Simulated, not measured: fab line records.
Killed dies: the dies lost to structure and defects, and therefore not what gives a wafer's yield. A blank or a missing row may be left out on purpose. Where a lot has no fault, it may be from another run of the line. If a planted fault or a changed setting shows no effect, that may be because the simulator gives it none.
Struck lot and sound lot, side by side + flow sky130 + 15 out of 708 route steps
Sound: wafers L374.1, L374.3, L374.6. Struck: wafers L386.1, L386.4, L386.6. Last of all comes the cause.
For every step that has rows: the tool of each side, followed by ch and its chambers, followed by its first start. Under that, the readings that differ: sound wafers + struck wafers + difference of the means + sigmas: that difference in standard deviations of wafers without a fault.
alike: a reading whose means differ by less than 2 such deviations, as well as words and numbers matching on both sides. not compared: withheld readings; readings where some wafer has no value; bounds like >300 that might hide an equal value; numbers whose values overlap and for which the record gives no deviation.
A row with sigmas, a row that says differs or no value, or rows on one side alone: a step with any of these is where the two part. Non-overlapping numbers with no deviation appear without sigmas and do not part them. A reading missing from all wafers of one side parts the sides only when that side holds two or more wafers.

SKY_LDD_HVP_OVL_MEAS_07:
  sound on overlay-01, day 23 05:41; struck on overlay-01, day 27 11:23
  alike: LDD_HVP_OVL
next, for these wafers, 1 step has no rows: SKY_LDD_HVP_IMPLANT_08.
SKY_LDD_HVP_STRIP_09: strips in O2/N2.
  sound on plasma_asher-04 ch 1, day 23 05:53; struck on plasma_asher-04 ch 0,1, day 27 11:35
  alike: drypump_motor_current_A, oes_product_au, strip_time_to_endpoint_s
  not compared: rf_hours_counter_h
SKY_LDD_HVP_TW_MEAS_10:
  sound on film_metro-04, day 23 05:59; struck on film_metro-01, day 27 11:41
| reading    | sound       | struck      | difference | sigmas |
|------------|-------------|-------------|------------|--------|
| LDD_HVP_TW | 464 462 461 | 450 447 449 | -14        | -3     |
then, 7 steps without rows for these wafers: SKY_LDD_LDN_DEHYDRATE_00 (time 60 s); SKY_LDD_LDN_HMDS_01 (prime time 60 s); SKY_LDD_LDN_COAT_02 (resist thk 1140 nm); SKY_LDD_LDN_SOFTBAKE_03 (time 60 s); SKY_LDD_LDN_EXPOSE_04 (exposes mask LDNTM, target cd 700 nm); SKY_LDD_LDN_PEB_05; SKY_LDD_LDN_DEVELOP_06 (develop time 60 s).
SKY_LDD_LDN_OVL_MEAS_07:
  sound on overlay-01, day 24 11:17; struck on overlay-01, day 28 15:54
  alike: LDD_LDN_OVL
SKY_LDD_LDN_IMPLANT_08:
  sound on implanter-03 ch 0, day 24 11:20; struck on implanter-01 ch 0, day 28 15:56
| reading            | sound                        | struck                           | difference  | sigmas      |
|--------------------|------------------------------|----------------------------------|-------------|-------------|
| dose_ions_cm2      | 1.25e+13 1.2496e+13 1.25e+13 | 1.0392e+13 1.0407e+13 1.0382e+13 | -2.1050e+12 | -99 or more |
| faraday_current_uA | 69.6 70.8 70.1               | 58.2 59.8 59.5                   | -11.0       | -8          |
next, for these wafers, 1 step has no rows: SKY_LDD_LDN_IMPLANT_09.
-- record jumps: 21 days separate the struck wafers' starts on either side; left off in module LDD_LDN, taken up again in module PAD_OPEN, whose first shown step is the route's number 708 --
SKY_PAD_OPEN_PROBE_99:
  sound on prober-02, day 46 19:58; struck on prober-02, day 49 14:47
| reading            | sound     | struck   | difference | sigmas |
|--------------------|-----------|----------|------------|--------|
| killed_at_M0_to_M3 | 40 57 58  | 32 38 35 | -17        | -2     |
| killed_dies        | 85 108 93 | 82 67 73 | -21        | -2     |
| killed_short       | 41 48 51  | 35 19 33 | -18        | -3     |
  alike: killed_at_M4_up, killed_at_contacts, killed_at_front_end, killed_at_other, killed_on_rim, killed_open

== WHERE THEY PART ==
Last at SKY_PAD_OPEN_PROBE_99 as far as this record goes, first at SKY_LDD_HVP_TW_MEAS_10.

WHY: what the simulator had put in
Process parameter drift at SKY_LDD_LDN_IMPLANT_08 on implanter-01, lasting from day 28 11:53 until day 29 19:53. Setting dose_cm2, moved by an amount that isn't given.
